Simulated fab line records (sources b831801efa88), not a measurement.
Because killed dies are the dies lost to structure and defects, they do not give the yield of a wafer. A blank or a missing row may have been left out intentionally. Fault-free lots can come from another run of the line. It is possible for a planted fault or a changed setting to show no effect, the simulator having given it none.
Matching of chambers || flow gf180mcu || hdpcvd-02 running GF_V1_CVD_00: 3 sister chambers
The step deposits SiO2, target thk 600 nm, time 100 s. 6 wafers are shown with their chamber, then 8 later ones without.

WAFERS PAIRED WITH THEIR CHAMBERS
{"wafer": "L504.3", "chamber": 2, "sih4_flow_sccm (sccm)": 60.11}
{"wafer": "L509.3", "chamber": 2, "sih4_flow_sccm (sccm)": 60.02}
{"wafer": "L509.6", "chamber": 0, "sih4_flow_sccm (sccm)": 59.83}
{"wafer": "L513.5", "chamber": 1, "sih4_flow_sccm (sccm)": 60.29}
{"wafer": "L513.6", "chamber": 0, "sih4_flow_sccm (sccm)": 60.35}
{"wafer": "L514.1", "chamber": 1, "sih4_flow_sccm (sccm)": 60.09}

WAFERS MISSING THEIR CHAMBER
{"wafer": "L514.4", "sih4_flow_sccm (sccm)": 59.83}
{"wafer": "L514.6", "sih4_flow_sccm (sccm)": 60.10}
{"wafer": "L524.2", "sih4_flow_sccm (sccm)": 60.25}
{"wafer": "L524.4", "sih4_flow_sccm (sccm)": 59.87}
{"wafer": "L524.5", "sih4_flow_sccm (sccm)": 59.84}
{"wafer": "L526.1", "sih4_flow_sccm (sccm)": 59.96}
{"wafer": "L526.3", "sih4_flow_sccm (sccm)": 60.16}
{"wafer": "L526.4", "sih4_flow_sccm (sccm)": 60.30}

WHICH CHAMBER EACH WENT THROUGH
{"wafer": "L514.4", "from the rows above": "can't be placed: 2 or 0 or 1", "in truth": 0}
{"wafer": "L514.6", "from the rows above": "can't be placed: 0 or 2 or 1", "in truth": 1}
{"wafer": "L524.2", "from the rows above": "can't be placed: 1 or 0 or 2", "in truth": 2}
{"wafer": "L524.4", "from the rows above": "can't be placed: 2 or 0 or 1", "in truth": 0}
{"wafer": "L524.5", "from the rows above": "can't be placed: 2 or 0 or 1", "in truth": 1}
{"wafer": "L526.1", "from the rows above": "can't be placed: 2 or 0 or 1", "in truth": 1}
{"wafer": "L526.3", "from the rows above": "can't be placed: 1 or 0 or 2", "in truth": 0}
{"wafer": "L526.4", "from the rows above": "can't be placed: 1 or 0 or 2", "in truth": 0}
Placed correctly: 0 of 8. Cannot be placed on the basis of these rows: 8; the candidates contain the true chamber in 8. Placed wrongly: 0.
How it was worked out, from the rows above alone: a wafer's distance from a chamber is the root of the sum, over the readings, of the square of ((its reading less the chamber's mean) divided by the reading's scatter). If the next closest chamber is less than 2 further off than the closest, the wafer can't be placed; otherwise it belongs to the closest. For every chamber, the mean is computed from those of its wafers that are shown. How the scatter is found: for the shown wafers, subtract from each reading the mean of its chamber, square and add these, divide the total by (wafers less chambers), then take the root.
